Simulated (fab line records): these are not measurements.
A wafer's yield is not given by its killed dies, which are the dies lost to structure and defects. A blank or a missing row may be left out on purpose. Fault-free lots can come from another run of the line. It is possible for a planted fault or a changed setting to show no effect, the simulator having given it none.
A struck lot beside a sound one    flow gf180mcu    17 out of 602 route steps
Sound: these wafers, L513.1, L513.2, L513.6. Struck: wafers L519.3, L519.6. (L519.2 of the same lot was not struck and is left out.) The cause comes at the end.
For every step that has rows: the tool of each side, followed by ch and its chambers, followed by its first start. Under that, the readings that differ: sound wafers    struck wafers    difference of the means    sigmas: that difference in standard deviations of wafers without a fault.
alike: readings whose means differ by less than 2 such deviations, and words and numbers that are the same on both sides. not compared: withheld readings, readings that some wafer has no value for, bounds like >300 that may hide the same value, and numbers for which the record gives no deviation and whose values overlap.
Wherever a step has rows on one side only, a row that says differs or no value, or a row with sigmas, the two part there. Numbers that don't overlap but have no deviation are shown without sigmas and don't part them. A reading that every wafer of one side lacks parts them only if that side has two wafers or more.

GF_STI_BOW_MEAS_00:
  struck on filmMetro-01, day 2 16:01; sound on filmMetro-02, day 1 10:00
  alike: INCOMING_BOW
then, 1 step without rows for these wafers: GF_STI_OXIDATION_01 (stabilise 600 s, purge 300 s, target thk 10 nm).
GF_STI_THK_MEAS_02:
  struck on filmMetro-01, day 2 18:25; sound on filmMetro-01, day 1 11:37
  alike: STI_OXIDATION_THK
then, 1 step without rows for these wafers: GF_STI_CVD_03 (deposits Si3N4 from DCS/NH3, target thk 207.16 nm, time 3551 s).
GF_STI_THK_MEAS_04:
  struck on filmMetro-01, day 2 21:27; sound on filmMetro-01, day 1 13:41
  alike: STI_CVD_03_THK
then, 5 steps without rows for these wafers: GF_STI_DEHYDRATE_05 (time 60 s); GF_STI_HMDS_06 (prime time 60 s); GF_STI_COAT_07 (resist thk 700 nm); GF_STI_SOFTBAKE_08 (time 60 s); GF_STI_EXPOSE_09 (exposes mask COMP, target cd 220 nm).
GF_STI_PEB_10: peb time 90 s.
  sound on lithoTrack-03 ch 0, day 2 00:50; struck on lithoTrack-01 ch 0, day 3 09:20
then, 1 step without rows for these wafers: GF_STI_DEVELOP_11 (develop time 60 s).
GF_STI_CD_MEAS_12: target cd 220 nm.
  struck on cdSem-01, day 3 09:40; sound on cdSem-01, day 2 01:11
reading    sound              struck       difference  sigmas
cdNm (nm)  220.4 218.9 220.0  217.4 217.1  -2.5        -2
GF_STI_ETCH_13: etches the open film in CHF3/O2, stops on Si, target depth 282.31 nm, time 112.9 s.
  sound on rieDiel-01 ch 0,3, day 2 01:18; struck on rieDiel-03 ch 3, day 3 09:46
reading                   sound            struck     difference  sigmas
drypumpMotorCurrentA (A)  5.5 4.8 5.5      6.2 6.2    +0.9        +2
model.STI.cdNm (nm)       220 218.4 219.6  217.7 217  -2.0        
  alike: oesProductAu, throttleValvePct
  not compared: rfHoursCounterH
GF_STI_ETCH_14: etches Si in HBr/Cl2/O2, target depth 360 nm, time 102.9 s.
  sound on rieSi-02 ch 1,2,3, day 2 01:23; struck on rieSi-02 ch 0,3, day 3 09:50
  alike: drypumpMotorCurrentA, oesProductAu, throttleValvePct
  not compared: rfHoursCounterH, model.STI.cdNm
GF_STI_STRIP_15: strips in O2/N2.
  sound on plasmaAsher-02 ch 0,1, day 2 01:28; struck on plasmaAsher-01 ch 1, day 3 09:55
  alike: drypumpMotorCurrentA, heaterPowerW, oesProductAu, stripTimeToEndpointS
  not compared: rfHoursCounterH
then, 1 step without rows for these wafers: GF_PASSIVATION_PROBE_99.

WHERE THEY PART
First at GF_STI_CD_MEAS_12; last, within this record, at GF_STI_ETCH_13. Later steps at which nothing parts them and some readings are alike: GF_STI_ETCH_14, GF_STI_STRIP_15.

WHY: what the simulator had put in
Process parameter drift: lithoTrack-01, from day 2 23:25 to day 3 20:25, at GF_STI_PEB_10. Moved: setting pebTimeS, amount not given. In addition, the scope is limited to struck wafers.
